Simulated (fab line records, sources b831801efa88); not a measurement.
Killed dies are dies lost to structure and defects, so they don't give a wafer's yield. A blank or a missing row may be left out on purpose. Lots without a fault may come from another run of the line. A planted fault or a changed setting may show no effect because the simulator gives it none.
Which tool did it? | flow gf180mcu | 6 lots, 18 wafers sampled, at 2 steps of a route of 602

WHAT THE GAUGES READ, wafer by wafer
GF_STI_CD_MEAS_12: target cd 220 nm.
lot  | measured    | on        | cd_nm (nm)
L849 | day 2 06:59 | cd_sem-01 | 221.9 221.8 222.3
L851 | day 2 17:31 | cd_sem-02 | 219.4 220.0 221.5
L860 | day 4 16:19 | cd_sem-01 | 202.9 202.4 201.9
L865 | day 5 17:25 | cd_sem-02 | 221.1 219.0 219.1
L868 | day 6 08:41 | cd_sem-02 | 221.1 219.1 219.4
L870 | day 6 18:19 | cd_sem-01 | 219.4 221.1 220.7

WHICH TOOL RAN EACH LOT (tool, then ch and the chambers of the sampled wafers, then the start)
lot  | GF_STI_SOFTBAKE_08
L849 | litho_track-02 ch 0, day 2 00:58
L851 | litho_track-03 ch 0, day 2 11:20
L860 | litho_track-03 ch 0, day 4 09:23
L865 | litho_track-02 ch 0, day 5 10:28
L868 | litho_track-02 ch 0, day 6 01:01
L870 | litho_track-01 ch 0, day 6 10:44
- GF_STI_SOFTBAKE_08: time 60 s.

THE ANSWER, worked out from the rows above alone
Rule: what is usual is taken from the lots themselves. Put in order of their means at a reading, lots are off if they are a third of the lots or fewer, leave a main group of 4 or more, and stand apart from it by a gap of 3 or more times the standard deviation of the main group's means; of several such gaps the widest counts. A main group whose means are all the same, to the digits that the tables above print for the reading, isn't used. A lot without any number at a reading at which 4 lots or more have one is off too. The other lots that the step has rows for count as sound.
Off: L860, at GF_STI_CD_MEAS_12 (cd_nm). The main group: mean 220.5 nm, standard deviation 0.81.
A tool fits if, at a process step before that reading, it ran every lot that is off, and no sound lot after the first of them. The gauges at GF_STI_CD_MEAS_12 are tried like those tools. One fits: litho_track-03 at GF_STI_SOFTBAKE_08. Its last sound lot is L851 (day 2 11:20), its first lot that is off L860 (day 4 09:23): a fault that began between those two fits.

WHAT THE SIMULATOR HAD PUT IN
Process parameter drift: litho_track-03, from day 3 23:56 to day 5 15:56, at GF_STI_SOFTBAKE_08. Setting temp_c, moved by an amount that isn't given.
Lots struck among those shown: L860. The rule above found the same.
